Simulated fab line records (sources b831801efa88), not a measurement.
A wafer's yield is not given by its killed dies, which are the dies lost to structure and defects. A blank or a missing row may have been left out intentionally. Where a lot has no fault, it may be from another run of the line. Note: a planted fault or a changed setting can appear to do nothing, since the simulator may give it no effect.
2 desks looking at one fault || flow gf180mcu || numbers are kept per desk, each desk with only its own; the story behind them comes last

AT THE TOOL OWNER'S DESK: lithoTrack-03
The tool's own readings at GF_M1_PEB_12 (peb time 90 s): means of the sampled wafers that have a number, for each lot that ran on this tool. If a lot's mean is further than 4 standard deviations from the usual mean, the lot is out of limits and carries the mark OUT (the distance appears in the brackets).
Columns: A = heaterPowerTotalW at GF_M1_PEB_12, usual 85.70 W; B = plateTempC at GF_M1_PEB_12, usual 134.97 C
{"lot": "L848", "first seen here": "day 17 03:04", "A": 85.68, "B": 134.85}
{"lot": "L851", "first seen here": "day 17 21:58", "A": 85.66, "B": 135.00}
{"lot": "L860", "first seen here": "day 21 10:23", "A": 85.66, "B": 135.03}
{"lot": "L864", "first seen here": "day 23 00:24", "A": "92.05 (+76) OUT", "B": "142.63 (+55) OUT"}
{"lot": "L865", "first seen here": "day 23 16:56", "A": "92.26 (+78) OUT", "B": "142.74 (+56) OUT"}
This desk finds L864, L865 out of limits, L864 being first, at day 23 00:24 (heaterPowerTotalW at GF_M1_PEB_12). L848, L851, L860: within limits.

METROLOGY DESK
Lot by lot, what the gauges showed, no matter which tool ran the lot: averages of those sampled wafers that carry a number. If a lot's mean is further than 4 standard deviations from the usual mean, the lot is out of limits and carries the mark OUT (the distance appears in the brackets).
Columns: A = cdNm at GF_M1_CD_MEAS_14, usual 230.0 nm
{"lot": "L848", "first seen here": "day 17 03:24", "A": 229.5}
{"lot": "L850", "first seen here": "day 17 19:44", "A": 230.8}
{"lot": "L851", "first seen here": "day 17 22:18", "A": 231.5}
{"lot": "L854", "first seen here": "day 19 02:08", "A": 229.4}
{"lot": "L855", "first seen here": "day 19 15:04", "A": 229.0}
{"lot": "L860", "first seen here": "day 21 10:44", "A": 229.7}
{"lot": "L862", "first seen here": "day 22 08:25", "A": 229.8}
{"lot": "L863", "first seen here": "day 22 20:20", "A": 230.9}
{"lot": "L864", "first seen here": "day 23 00:43", "A": "213.6 (-13) OUT"}
{"lot": "L865", "first seen here": "day 23 17:17", "A": "217.6 (-9.5) OUT"}
{"lot": "L867", "first seen here": "day 24 09:38", "A": 229.8}
This desk finds L864, L865 out of limits, L864 being first, at day 23 00:43 (cdNm at GF_M1_CD_MEAS_14). L848, L850, L851, L854, L855, L860, L862, L863, L867: within limits.

PUT TOGETHER
The tool owner's desk had the chance to raise an alarm at day 23 00:24 on L864, L865.
At day 23 00:43 the metrology desk could have sounded an alarm, on L864, L865.
The lots listed all ran GF_M1_PEB_12 on lithoTrack-03.

WHAT THE SIMULATOR HAD INSERTED
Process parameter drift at GF_M1_PEB_12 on lithoTrack-03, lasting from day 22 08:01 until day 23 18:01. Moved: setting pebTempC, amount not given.
Struck lots among those shown: L864, L865.
Delay (hours) between the fault's onset and each desk's first out-of-limits reading: 16 at the tool owner's desk, 17 at the metrology desk.
